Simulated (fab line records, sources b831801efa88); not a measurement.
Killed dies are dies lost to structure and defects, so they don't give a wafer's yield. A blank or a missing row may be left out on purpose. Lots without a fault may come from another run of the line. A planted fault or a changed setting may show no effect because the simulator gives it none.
fab line records | flow gf180mcu
record lots=11 wafers=33 last_day=34
route steps=602 shown NSD@244 M1@317 V2@398
lots that met no fault: from a run of the same line without faults
start_h: hours from the record's first day to the start of the lot's first wafer shown | wait_h: hours since the lot's step before | " the same as in the row above | L1.1+2: a row that stands for several wafers | - no value, or no start given | * or withheld: withheld | < > ~ a bound
route shown NAME@n: a module of which the file shows steps, and the number in the route of the first | usual: mean/standard deviation of fault-free wafers | same: alike in all rows | chamber/n: place in a boat | sites: the reading at each site | _std_site: their standard deviation | _edge_site: outer sites' mean less inner sites' | radius_mm: how far each site lies from the wafer's centre | mask NAME#n: copy n | behind: the tool/chamber that last shaped the wafer | hold: why the lot was held/for how many hours/how that ended | device: the transistor (n, p or np) that didn't switch | end of line: the same wafers' tests at the end of the route | a step without rows: its recipe alone | killed: dies lost to structure and defects at the first sort, not the wafer's yield | map: a wafer's dies, x killed, . not, _ none there
set.NAME: the setting as run; set.NAME@STEP: as run at that earlier step | model.NAME: the simulator's own value behind a step, which no gauge read
steps of the route over a sample of lots; a table a step, a row a wafer
services: from which hour (start_h, from the record's first day; less than 0 if before it) a tool's chamber was out of use, for how many hours, and why
## steps
# step GF_NSD_IMPLANT_09
# recipe species=As energy_kev=60 dose_cm2=4e+15 tilt_deg=7
# usual beam_on_s=19.6/1.5 dose_ions_cm2=3.999e+15/4.3e+12
# columns lot.wafer tool chamber start_h wait_h beam_on_s dose_ions_cm2
L380.2 implanter-03 0 295.40 0.0 21.0 3.992e+15
L380.4 " 0 " " 21.6 3.995e+15
L380.5 " 0 " " 21.3 3.993e+15
L383.3 implanter-03 0 321.01 0.1 21.4 3.996e+15
L383.4 " 0 " " 20.7 4.004e+15
L383.6 " 0 " " 21.4 3.997e+15
L384.2 implanter-03 0 324.88 0.0 21.6 4.004e+15
L384.3 " 0 " " 21.3 4e+15
L384.6 " 0 " " 21.1 4.002e+15
L385.3 implanter-03 0 338.18 0.1 21.4 4.008e+15
L385.5 " 0 " " 21.1 4.006e+15
L385.6 " 0 " " 21.8 4.005e+15
L389.3 implanter-03 0 374.98 0.1 20.9 4e+15
L389.4 " 0 " " 20.6 3.998e+15
L389.5 " 0 " " 20.6 3.995e+15
L390.1 implanter-03 0 383.12 0.0 21.7 4.006e+15
L390.5 " 0 " " 20.8 3.996e+15
L390.6 " 0 " " 20.9 3.998e+15
L394.1 implanter-03 0 406.81 0.0 21.1 3.995e+15
L394.2 " 0 " " 21.6 4.002e+15
L394.4 " 0 " " 21.3 4e+15
L400.1 implanter-03 0 466.86 0.0 36.8 6.997e+15
L400.2 " 0 " " 37.2 7.002e+15
L400.4 " 0 " " 37.0 6.999e+15
L401.1 implanter-03 0 473.56 0.0 37.6 7.001e+15
L401.2 " 0 " " 36.6 6.997e+15
L401.5 " 0 " " 36.6 6.999e+15
L402.2 implanter-02 0 480.59 0.0 18.1 3.999e+15
L402.4 " 0 " " 18.6 4.008e+15
L402.5 " 0 " " 18.9 4.004e+15
L403.4 implanter-04 0 484.93 0.1 18.4 4.001e+15
L403.5 " 0 " " 18.1 3.997e+15
L403.6 " 0 " " 17.9 3.993e+15
# step GF_NSD_STRIP_11
# recipe chemistry=O2/N2 power_w=1400 pressure_mtorr=1500 platen_temp_c=250 o2_flow_sccm=3000 n2_flow_sccm=300 overash_fraction=0.5
# usual drypump_motor_current_A=5.7/0.35 heater_power_w=336/34 o2_flow_sccm=3001/7.9 oes_product_au=0.488/0.0045 strip_time_to_endpoint_s=22.95/0.047
# columns lot.wafer tool chamber start_h wait_h drypump_motor_current_A heater_power_w o2_flow_sccm oes_product_au rf_hours_counter_h strip_time_to_endpoint_s
L380.2 plasma_asher-03 1 295.68 0.1 5.5 369 2995 0.488 54 23.04
L380.4 " 0 " " 5.4 320 3012 0.490 - 23.01
L380.5 " 0 " " 5.3 308 3009 0.489 - 23.06
L383.3 plasma_asher-03 1 321.29 0.1 5.4 363 2997 0.485 - 22.99
L383.4 " 0 " " 5.4 317 2998 0.494 - 22.95
L383.6 " 0 " " 5.3 319 3010 0.492 - 22.99
L384.2 plasma_asher-04 0 325.16 0.1 5.9 387 3008 0.491 23 22.93
L384.3 " 0 " " 5.9 385 3003 0.479 - 22.88
L384.6 " 0 " " 5.9 389 2997 0.492 - 22.95
L385.3 plasma_asher-04 0 338.46 0.1 5.9 383 2994 0.485 - 22.89
L385.5 " 1 " " 6.3 293 2988 0.482 - 22.94
L385.6 " 0 " " 5.9 391 2988 0.488 - 22.94
L389.3 plasma_asher-03 0 375.26 0.1 5.3 315 3002 0.491 - 22.91
L389.4 " 1 " " 5.4 377 2991 0.490 - 22.95
L389.5 " 1 " " 5.4 370 2993 0.480 - 22.90
L390.1 plasma_asher-04 0 383.42 0.1 5.9 387 2999 0.488 29 22.97
L390.5 " 0 " " 5.9 382 2999 0.479 - 22.93
L390.6 " 1 " " 6.2 291 3007 0.487 - 22.95
L394.1 plasma_asher-02 1 407.11 0.1 5.5 293 3000 0.487 73 23.02
L394.2 " 0 " " 6.2 337 2989 0.487 73 22.96
L394.4 " 1 " " 5.5 295 3002 0.494 - 23.00
L400.1 plasma_asher-02 0 467.16 0.1 6.2 342 2996 0.486 79 24.00
L400.2 " 1 " " 5.5 285 2993 0.476 79 23.98
L400.4 " 0 " " 6.2 336 3005 0.474 - 24.02
L401.1 plasma_asher-03 1 473.86 0.1 5.5 375 2999 0.479 73 24.00
L401.2 " 0 " " 5.3 313 2999 0.475 73 24.00
L401.5 " 0 " " 5.4 317 2998 0.478 - 23.99
L402.2 plasma_asher-04 0 480.87 0.1 5.9 391 3009 0.483 40 23.03
L402.4 " 0 " " 5.8 379 2993 0.482 - 22.99
L402.5 " 1 " " 6.2 293 2980 0.481 - 23.00
L403.4 plasma_asher-03 0 485.19 0.1 5.3 316 3000 0.485 - 23.01
L403.5 " 1 " " 5.5 384 3003 0.492 - 22.98
L403.6 " 0 " " 5.3 319 3008 0.495 - 23.01
# step GF_PSD_RS_MEAS_14
# recipe thk_meas_gauge=four-point-probe
# usual NSD_RS=46.14/0.09
# columns lot.wafer tool chamber start_h wait_h hold NSD_RS[ohm/sq]
L380.2 film_metro-02 - 315.51 0.1 - 46.16
L380.4 " - " " - 46.21
L380.5 " - " " - 46.21
L383.3 film_metro-04 - 342.03 0.1 - 46.13
L383.4 " - " " - 46.05
L383.6 " - " " - 46.12
L384.2 film_metro-01 - 346.54 0.1 - 46.03
L384.3 " - " " - 46.01
L384.6 " - " " - 46.00
L385.3 film_metro-04 - 360.40 0.1 - 46.09
L385.5 " - " " - 46.17
L385.6 " - " " - 46.14
L389.3 film_metro-01 - 398.90 0.1 - 46.04
L389.4 " - " " - 46.14
L389.5 " - " " - 46.13
L390.1 film_metro-04 - 407.37 0.1 - 46.14
L390.5 " - " " - 46.20
L390.6 " - " " - 46.15
L394.1 film_metro-02 - 431.27 0.1 - 46.25
L394.2 " - " " - 46.27
L394.4 " - " " - 46.13
L400.1 film_metro-04 - 491.10 0.1 await_dispo/0.2h/release 44.35
L400.2 " - " " await_dispo/0.2h/release 44.15
L400.4 " - " " await_dispo/0.2h/release 44.26
L400.1 film_metro-04 - 491.50 0.4 - 44.17
L400.2 " - " " - 44.12
L400.4 " - " " - 44.30
L401.1 film_metro-04 - 498.51 0.1 await_dispo/0.2h/release 44.39
L401.2 " - " " await_dispo/0.2h/release 44.50
L401.5 " - " " await_dispo/0.2h/release 44.30
L401.1 film_metro-04 - 498.83 0.3 - 44.23
L401.2 " - " " - 44.50
L401.5 " - " " - 44.31
L402.2 film_metro-02 - 504.59 0.1 - 46.19
L402.4 " - " " - 46.12
L402.5 " - " " - 46.19
L403.4 film_metro-01 - 509.27 0.1 - 46.03
L403.5 " - " " - 46.05
L403.6 " - " " - 46.10
# step GF_M1_SPUTTER_02
# recipe material=AlCu target_thk_nm=450 power_w=10600 time_s=23.9 chamber_pressure_pa=0.4
# usual throttle_valve_pct=29.5/0.99
# columns lot.wafer tool chamber start_h wait_h throttle_valve_pct
L380.2 pvd_sputter-01 - 360.85 0.0 31.4
L380.4 " - " " 29.4
L380.5 " - " " 29.3
L383.3 pvd_sputter-01 - 389.97 0.0 29.5
L383.4 " - " " 31.1
L383.6 " - " " 28.1
L384.2 pvd_sputter-04 - 394.10 0.0 29.3
L384.3 " - " " 29.7
L384.6 " - " " 29.7
L385.3 pvd_sputter-03 - 408.53 0.0 30.2
L385.5 " - " " 30.7
L385.6 " - " " 29.9
L389.3 pvd_sputter-03 - 450.18 0.0 29.7
L389.4 " - " " 29.7
L389.5 " - " " 29.7
L390.1 pvd_sputter-03 - 459.09 0.0 30.1
L390.5 " - " " 29.9
L390.6 " - " " 30.0
L394.1 pvd_sputter-01 - 482.86 0.0 29.5
L394.2 " - " " 28.1
L394.4 " - " " 28.3
L400.1 pvd_sputter-03 - 539.67 0.0 28.8
L400.2 " - " " 29.5
L400.4 " - " " 30.6
L401.1 pvd_sputter-01 - 548.87 0.0 29.5
L401.2 " - " " 28.2
L401.5 " - " " 28.2
L402.2 pvd_sputter-01 - 553.65 0.0 28.1
L402.4 " - " " 29.2
L402.5 " - " " 28.2
L403.4 pvd_sputter-04 - 556.92 0.0 31.2
L403.5 " - " " 29.6
L403.6 " - " " 29.0
# step GF_V2_ETCH_16
# recipe chemistry=N2/H2 target_depth_a=withheld overetch_a=withheld time_s=withheld target=BARC ion_energy_ev=200 source_w=500 bias_w=100 pressure_mtorr=30 n2_flow_sccm=100 h2_flow_sccm=200
# usual drypump_motor_current_A=5.9/0.5 h2_flow_sccm=200.0/0.61 oes_product_au=0.855/0.0051 throttle_valve_pct=13.225/0.0095
# columns lot.wafer tool chamber start_h wait_h drypump_motor_current_A h2_flow_sccm oes_product_au throttle_valve_pct
L380.2 rie_diel-04 1 459.36 0.0 5.7 199.2 0.853 13.250
L380.4 " 0 " " 6.3 200.4 0.858 13.222
L380.5 " 0 " " 6.3 200.8 0.855 13.222
L383.3 rie_diel-04 3 490.51 0.0 5.7 200.2 0.853 13.236
L383.4 " 2 " " 6.6 199.7 0.851 13.232
L383.6 " 1 " " 5.7 200.0 0.851 13.213
L384.2 rie_diel-04 1 493.89 0.0 5.7 199.8 0.860 13.230
L384.3 " 2 " " 6.6 199.2 0.850 13.229
L384.6 " 3 " " 5.7 200.5 0.849 13.229
L385.3 rie_diel-01 1 507.90 0.0 5.0 200.0 0.864 13.223
L385.5 " 0 " " 5.7 199.5 0.851 13.236
L385.6 " 1 " " 5.0 200.6 0.858 13.205
L389.3 rie_diel-04 1 549.89 0.0 5.7 199.4 0.854 13.219
L389.4 " 2 " " 6.6 200.4 0.858 13.229
L389.5 " 2 " " 6.6 198.6 0.845 13.231
L390.1 rie_diel-02 2 557.18 0.0 6.6 199.9 0.859 13.220
L390.5 " 3 " " 5.3 199.4 0.852 13.234
L390.6 " 2 " " 6.6 200.5 0.850 13.224
L394.1 rie_diel-01 2 578.88 0.0 6.5 200.8 0.855 13.237
L394.2 " 3 " " 5.9 199.7 0.857 13.231
L394.4 " 0 " " 5.7 200.5 0.860 13.231
L400.1 rie_diel-01 1 629.50 0.0 5.0 198.8 0.853 13.233
L400.2 " 3 " " 5.9 199.5 0.855 13.223
L400.4 " 2 " " 6.5 200.3 0.850 13.221
L401.1 rie_diel-01 1 637.85 0.0 5.0 201.2 0.852 13.219
L401.2 " 0 " " 5.6 200.0 0.851 13.227
L401.5 " 1 " " 5.0 201.0 0.860 13.238
L402.2 rie_diel-04 1 642.12 0.0 5.7 201.0 0.855 13.222
L402.4 " 2 " " 6.6 200.0 0.864 13.220
L402.5 " 1 " " 5.7 201.2 0.868 13.230
L403.4 rie_diel-02 2 644.09 0.0 6.6 199.4 0.861 13.216
L403.5 " 3 " " 5.3 200.2 0.848 13.225
L403.6 " 0 " " 6.4 198.9 0.859 13.222
# step GF_V2_SPUTTER_21
# recipe material=Ti target_thk_nm=15 chamber_pressure_pa=5 power_w=2500 substrate_temp_c=200 time_s=80.02
# usual throttle_valve_pct=29.6/0.94
# columns lot.wafer tool chamber start_h wait_h throttle_valve_pct
L380.2 pvd_sputter-03 - 460.05 0.0 30.1
L380.4 " - " " 28.8
L380.5 " - " " 28.6
L383.3 pvd_sputter-03 - 491.17 0.0 29.4
L383.4 " - " " 30.5
L383.6 " - " " 29.1
L384.2 pvd_sputter-01 - 494.57 0.0 29.3
L384.3 " - " " 28.0
L384.6 " - " " 28.3
L385.3 pvd_sputter-03 - 508.60 0.0 30.2
L385.5 " - " " 29.9
L385.6 " - " " 30.7
L389.3 pvd_sputter-03 - 550.66 0.0 28.9
L389.4 " - " " 29.7
L389.5 " - " " 30.1
L390.1 pvd_sputter-01 - 557.90 0.0 27.9
L390.5 " - " " 29.1
L390.6 " - " " 31.3
L394.1 pvd_sputter-03 - 579.54 0.0 30.5
L394.2 " - " " 28.7
L394.4 " - " " 30.0
L400.1 pvd_sputter-02 - 630.17 0.0 28.4
L400.2 " - " " 29.1
L400.4 " - " " 30.8
L401.1 pvd_sputter-02 - 638.60 0.0 30.6
L401.2 " - " " 29.0
L401.5 " - " " 29.0
L402.2 pvd_sputter-02 - 642.79 0.0 29.2
L402.4 " - " " 30.3
L402.5 " - " " 29.0
L403.4 pvd_sputter-03 - 644.82 0.0 29.6
L403.5 " - " " 28.9
L403.6 " - " " 29.9
## services
# columns tool chamber start_h hours kind
rie_diel-04 3 271.59 5.4 repair
rie_diel-01 3 280.56 6.7 repair
rie_diel-01 - 289.90 0.5 repair
implanter-03 - 334.85 2.4 repair
implanter-03 - 339.50 3.1 repair
rie_diel-01 1 366.64 1.5 repair
plasma_asher-04 - 368.14 0.5 repair
pvd_sputter-01 - 370.15 1.7 repair
plasma_asher-03 - 398.89 5.1 repair
rie_diel-04 0 420.03 2.9 repair
rie_diel-04 2 452.03 3.8 repair
implanter-03 - 468.66 2.6 repair
implanter-03 - 474.49 3.7 pm
rie_diel-04 - 495.00 2.8 pm
pvd_sputter-03 - 518.79 9.6 repair
implanter-03 - 522.15 1.0 repair
implanter-03 - 523.99 2.8 pm
plasma_asher-03 - 529.05 8.3 repair
pvd_sputter-01 - 538.07 8.1 repair
rie_diel-04 1 560.82 6.3 repair
rie_diel-04 - 572.95 0.4 repair
rie_diel-04 - 604.48 0.4 repair
pvd_sputter-03 - 608.10 1.5 repair
rie_diel-04 3 633.75 4.2 repair
## key
first_sign step=GF_NSD_IMPLANT_09 reading=dose_ions_cm2 direction=up sigmas=99+ usual=3.999e+15 struck=6.999e+15
effect step=GF_NSD_IMPLANT_09 reading=beam_on_s direction=up sigmas=11 usual=19.6 struck=37.0
effect step=GF_NSD_STRIP_11 reading=strip_time_to_endpoint_s direction=up sigmas=22 usual=* struck=*
effect step=GF_PSD_RS_MEAS_14 reading=visit direction=added
effect step=GF_PSD_RS_MEAS_14 reading=NSD_RS direction=down sigmas=20 usual=46.14 struck=44.32
met_at GF_NSD_IMPLANT_09
struck_lots L400,L401
tester_left_out L400,L401
not_acting_at GF_M1_SPUTTER_02,GF_V2_ETCH_16,GF_V2_SPUTTER_21
onset_between 406.81 466.86
fault kind=process_parameter_drift tool=implanter-03 chamber=- onset_h=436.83 steps=GF_NSD_IMPLANT_09 channel=dose_cm2 offset=3.0016e+15 shape=step end_h=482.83 acts_in=these_recipes_only stated=4e+15
# tester_left_out: of these lots the tester's yield and bins aren't shown, on N5 and GAA mostly nor the transistor test; their killed dies are dies lost to structure and defects alone, not to doping, threshold or leakage, so they don't give the yield
